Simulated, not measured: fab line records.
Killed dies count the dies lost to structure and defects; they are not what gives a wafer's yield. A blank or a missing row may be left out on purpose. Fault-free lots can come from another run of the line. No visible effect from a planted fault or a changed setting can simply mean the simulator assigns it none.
Which tool was responsible? | flow gf180mcu | 12 lots (36 wafers sampled), 1 step of a 602-step route

== WHAT THE GAUGES SHOWED, per wafer ==
GF_CONTACT_THK_MEAS_26: measures by xrf.
lot  | measured     | on            | CONTACT_W_THK (nm)
L075 | day 16 05:51 | film metro-04 | 301 303 303
L077 | day 17 09:14 | film metro-04 | 302 300 297
L079 | day 18 02:31 | film metro-02 | 302 309 299
L081 | day 18 10:50 | film metro-03 | 289 292 309
L083 | day 19 10:13 | film metro-03 | 310 289 292
L085 | day 20 03:37 | film metro-03 | 311 308 291
L087 | day 21 02:44 | film metro-04 | 298 303 296
L089 | day 22 00:58 | film metro-03 | 287 287 311
L091 | day 22 14:13 | film metro-04 | 297 298 296
L093 | day 23 02:16 | film metro-03 | 301 298 300
L095 | day 23 18:43 | film metro-04 | 316 315 311
L097 | day 24 07:28 | film metro-02 | 295 311 311

== TOOL THAT RAN EACH LOT (tool first, then ch and the chambers of the sampled wafers, then the start) ==
The record shows no process step preceding these readings.

== THE ANSWER, worked out from the rows above alone ==
Rule: the usual values come from the lots themselves. The widest of any qualifying gaps counts: lots, ordered by their means at a reading, are off when they make up no more than a third of the lots, leave a main group of 4 or more, and stand apart from it by 3 or more times the standard deviation of that group's means. If all means in a main group match to the digits the tables above print for the reading, that group is not used. Also off: a lot with no number at a reading for which 4 or more lots have one. Any other lot the step has rows for is counted as sound.
No lot is off on any of the readings shown, so nothing can be concluded from this.

== WHAT THE SIMULATOR PUT IN ==
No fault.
